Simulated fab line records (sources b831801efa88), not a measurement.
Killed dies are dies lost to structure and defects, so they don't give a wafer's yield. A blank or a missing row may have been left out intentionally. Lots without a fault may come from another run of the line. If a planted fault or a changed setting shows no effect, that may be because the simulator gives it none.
Chamber matching    flow sky130    SKY_VIA2_ETCH_14 on rie-diel-03 has 4 sister chambers
The step etches BARC in N2/H2, stops on SiO2, time 45.9 s, target depth 60 nm. 8 wafers are shown with their chamber, then 6 later ones without.

WAFERS WITH THEIR CHAMBER
wafer   chamber  drypump-motor-current-A (A)  run-length-s (s)
L980.2  3        5.9                          74.9
L980.3  2        5.9                          73.7
L980.4  0        4.8                          74.2
L982.1  2        6.0                          73.7
L982.2  0        4.8                          74.9
L982.3  1        5.7                          74.3
L983.2  3        5.9                          74.6
L983.3  1        5.7                          74.8

WAFERS WITHOUT THEIR CHAMBER
wafer   drypump-motor-current-A (A)  run-length-s (s)
L983.6  5.7                          74.3
L985.2  4.8                          74.2
L985.3  5.9                          74.6
L985.4  4.8                          74.3
L991.1  5.9                          74.6
L994.4  5.9                          75.4

WHICH CHAMBER EACH WENT THROUGH
wafer   from the rows above  in truth
L983.6  1                    1
L985.2  0                    0
L985.3  3                    3
L985.4  0                    0
L991.1  3                    3
L994.4  3                    3
6 of 6 placed correctly. Not placeable from these rows: 0. Wrongly placed: 0.
How it was worked out, from the rows above alone: a wafer's distance from a chamber is the root of the sum, over the readings, of the square of ((its reading less the chamber's mean) divided by the reading's scatter). If the next closest chamber is less than 2 further off than the closest, the wafer can't be placed; otherwise it belongs to the closest. For every chamber, the mean is computed from those of its wafers that are shown. How the scatter is found: for the shown wafers, subtract from each reading the mean of its chamber, square and add these, divide the total by (wafers less chambers), then take the root.
